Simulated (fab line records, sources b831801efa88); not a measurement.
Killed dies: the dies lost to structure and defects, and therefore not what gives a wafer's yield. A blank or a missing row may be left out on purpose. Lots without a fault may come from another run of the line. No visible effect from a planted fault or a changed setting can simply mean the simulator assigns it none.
Comparing a struck lot with a sound one -- flow sky130 -- 14 steps out of a route of 708
Sound: these wafers, L183.1, L183.5, L183.6. Wafers L194.1, L194.2, L194.4 were the ones struck. The cause is named last.
At each step with rows: each side's tool, then ch and its chambers, then its first start. Under that, the readings that differ: sound wafers -- struck wafers -- difference of the means -- sigmas: that difference in standard deviations of wafers without a fault.
alike: readings whose means differ by less than 2 such deviations, and words and numbers that are the same on both sides. not compared: withheld readings, readings that some wafer has no value for, bounds like >300 that may hide the same value, and numbers for which the record gives no deviation and whose values overlap.
A row with sigmas, a row that says differs or no value, or rows on one side alone: a step with any of these is where the two part. When numbers do not overlap yet have no deviation, they are printed without sigmas and do not part them. A reading that every wafer of one side lacks parts them only if that side has two wafers or more.

SKY_NWELL_RS_MEAS_29: uses a four-point probe to measure.
  sound on film_metro-01 at day 5 08:53; struck on film_metro-01 at day 8 00:26
  alike: NWELL_RS
SKY_NWELL_RS_MEAS_31: uses a four-point probe to measure.
  sound on film_metro-01 at day 5 09:07; struck on film_metro-01 at day 8 00:41
  alike: PWDE_RS
then, 7 steps without rows for these wafers: SKY_VT_ADJUST_HVTP_DEHYDRATE_00 (time 60 s); SKY_VT_ADJUST_HVTP_HMDS_01 (prime time 60 s); SKY_VT_ADJUST_HVTP_COAT_02 (resist thk 1140 nm); SKY_VT_ADJUST_HVTP_SOFTBAKE_03 (time 60 s); SKY_VT_ADJUST_HVTP_EXPOSE_04 (exposes mask HVTPM, target cd 380 nm); SKY_VT_ADJUST_HVTP_PEB_05; SKY_VT_ADJUST_HVTP_DEVELOP_06 (develop time 60 s).
SKY_VT_ADJUST_HVTP_CD_MEAS_07: target cd 380 nm.
  sound on cd_sem-01 at day 6 02:53; struck on cd_sem-02 at day 8 22:17
  alike: cd_nm
SKY_VT_ADJUST_HVTP_OVL_MEAS_08:
  sound on overlay-01 at day 6 03:00; struck on overlay-01 at day 8 22:24
  alike: VT_ADJUST_HVTP_OVL
SKY_VT_ADJUST_HVTP_IMPLANT_09:
  sound on implanter-01 ch 0, day 6 03:02; struck on implanter-04 ch 0, day 8 22:26
reading,sound,struck,difference,sigmas
implant_ion_amu,75 75 75,31 31 31,-44,
model.implant.rp_nm (nm),84.26 84.26 84.26,186.6 186.6 186.6,+102.3,
model.implant.drp_nm (nm),33.4 33.4 33.4,62.72 62.72 62.72,+29.32,
SKY_VT_ADJUST_HVTP_STRIP_10: strips in O2/N2.
  sound on plasma_asher-02 ch 0,1, day 6 03:11; struck on plasma_asher-03 ch 0,1, day 8 22:35
  alike: drypump_motor_current_A, oes_product_au, strip_time_to_endpoint_s
  not compared: rf_hours_counter_h
SKY_VT_ADJUST_HVTP_TW_MEAS_11:
  sound on film_metro-01 at day 6 03:17; struck on film_metro-01 at day 8 22:55
reading,sound,struck,difference,sigmas
VT_ADJUST_HVTP_TW,1370 1370 1368,962 958 962,-409,-34
  not compared: hold

WHERE THEY PART
Only at SKY_VT_ADJUST_HVTP_TW_MEAS_11, within this record.

WHY: whatever the simulator had introduced
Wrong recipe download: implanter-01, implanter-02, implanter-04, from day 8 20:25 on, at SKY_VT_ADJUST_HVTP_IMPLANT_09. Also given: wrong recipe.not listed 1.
